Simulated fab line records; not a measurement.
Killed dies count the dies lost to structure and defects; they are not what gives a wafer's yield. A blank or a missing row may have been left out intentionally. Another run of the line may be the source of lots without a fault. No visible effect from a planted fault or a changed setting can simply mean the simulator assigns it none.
Check of tool commonality | flow gf180mcu | 39 wafers sampled across 13 lots

## REASON FOR OPENING
GF_DNWELL_TW_MEAS_09, reading DNWELL_TW: flagged on 2 of 13 lots. Fault-free wafers read 1353, with a standard deviation of 8.1.
Rule: a lot is flagged when every wafer of it that has a number lies more than 4 standard deviations from that mean, or none has a number. All remaining lots are regarded as sound.

lot  | measured    | on            | DNWELL_TW, wafer by wafer | flag
L656 | day 3 01:08 | film_metro-04 | 1345 1346 1352            |
L659 | day 3 15:08 | film_metro-02 | 1354 1350 1350            |
L660 | day 4 00:35 | film_metro-03 | 1342 1351 1345            |
L661 | day 4 07:38 | film_metro-03 | 1356 1353 1356            |
L662 | day 4 11:35 | film_metro-02 | 1356 1356 1357            |
L664 | day 4 20:51 | film_metro-04 | 1347 1347 1354            |
L665 | day 5 03:55 | film_metro-02 | 1340 1343 1344            |
L666 | day 5 06:57 | film_metro-02 | 1356 1349 1343            |
L667 | day 5 10:53 | film_metro-02 | 1352 1349 1345            |
L668 | day 5 16:41 | film_metro-03 | 1365 1348 1352            |
L669 | day 5 19:59 | film_metro-03 | 1350 1352 1355            |
L676 | day 7 11:19 | film_metro-02 | 1505 1517 1511            | FLAGGED
L678 | day 7 21:16 | film_metro-02 | 1528 1531 1528            | FLAGGED
Average over the flagged lots: 1520; offset from the usual +167, equal to +21 standard deviations.

## LOT BY LOT: THE TOOL USED
The record holds 1 process step before the reading, out of a route of 602 steps. Each cell gives the tool, then ch followed by the chambers the sampled wafers passed through, then the start.
lot  | flag    | GF_DNWELL_IMPLANT_07
L656 |         | implanter-02 ch 0, day 3 00:53
L659 |         | implanter-01 ch 0, day 3 14:53
L660 |         | implanter-01 ch 0, day 4 00:22
L661 |         | implanter-04 ch 0, day 4 07:23
L662 |         | implanter-04 ch 0, day 4 11:20
L664 |         | implanter-04 ch 0, day 4 20:38
L665 |         | implanter-01 ch 0, day 5 03:40
L666 |         | implanter-04 ch 0, day 5 06:43
L667 |         | implanter-02 ch 0, day 5 10:38
L668 |         | implanter-02 ch 0, day 5 16:26
L669 |         | implanter-01 ch 0, day 5 19:46
L676 | FLAGGED | implanter-01 ch 0, day 7 11:04
L678 | FLAGGED | implanter-01 ch 0, day 7 21:01
These steps, and what they do:
- GF_DNWELL_IMPLANT_07
- GF_DNWELL_TW_MEAS_09

## FLAGGED AGAINST TOTAL, ONE TOOL AT A TIME (gauges that did the reading follow at the end)
step                 | tool          | lots run | flagged | share of the flagged lots | sound lots run after its first flagged lot
GF_DNWELL_IMPLANT_07 | implanter-01  | 6        | 2       | all                       | 0
GF_DNWELL_IMPLANT_07 | implanter-02  | 3        | 0       | none                      | -
GF_DNWELL_IMPLANT_07 | implanter-04  | 4        | 0       | none                      | -
GF_DNWELL_TW_MEAS_09 | film_metro-02 | 7        | 2       | all                       | 0
GF_DNWELL_TW_MEAS_09 | film_metro-03 | 4        | 0       | none                      | -
GF_DNWELL_TW_MEAS_09 | film_metro-04 | 2        | 0       | none                      | -

## WHAT THE TABLE ALLOWS
Every flagged lot went through 2 rows of the table: implanter-01 at GF_DNWELL_IMPLANT_07 and film_metro-02 at GF_DNWELL_TW_MEAS_09.
- implanter-01 at GF_DNWELL_IMPLANT_07: 2 of its 6 lots flagged. It ran its last sound lot, L669, at day 5 19:46 and its first flagged lot, L676, at day 7 11:04: a fault with its onset between the two fits. Its own readings lie more than 4 standard deviations out on every wafer of the flagged lots: tilt_deg.
- film_metro-02 at GF_DNWELL_TW_MEAS_09: 2 of its 7 lots flagged. It ran its last sound lot, L667, at day 5 10:53 and its first flagged lot, L676, at day 7 11:19: a fault with its onset between the two fits.
Counting lots can't tell these 2 tools apart, because each fits a fault that began at some hour. More lots, or a look at what each step does to the wafer, might.

## WHAT HAD BEEN PUT IN BY THE SIMULATOR
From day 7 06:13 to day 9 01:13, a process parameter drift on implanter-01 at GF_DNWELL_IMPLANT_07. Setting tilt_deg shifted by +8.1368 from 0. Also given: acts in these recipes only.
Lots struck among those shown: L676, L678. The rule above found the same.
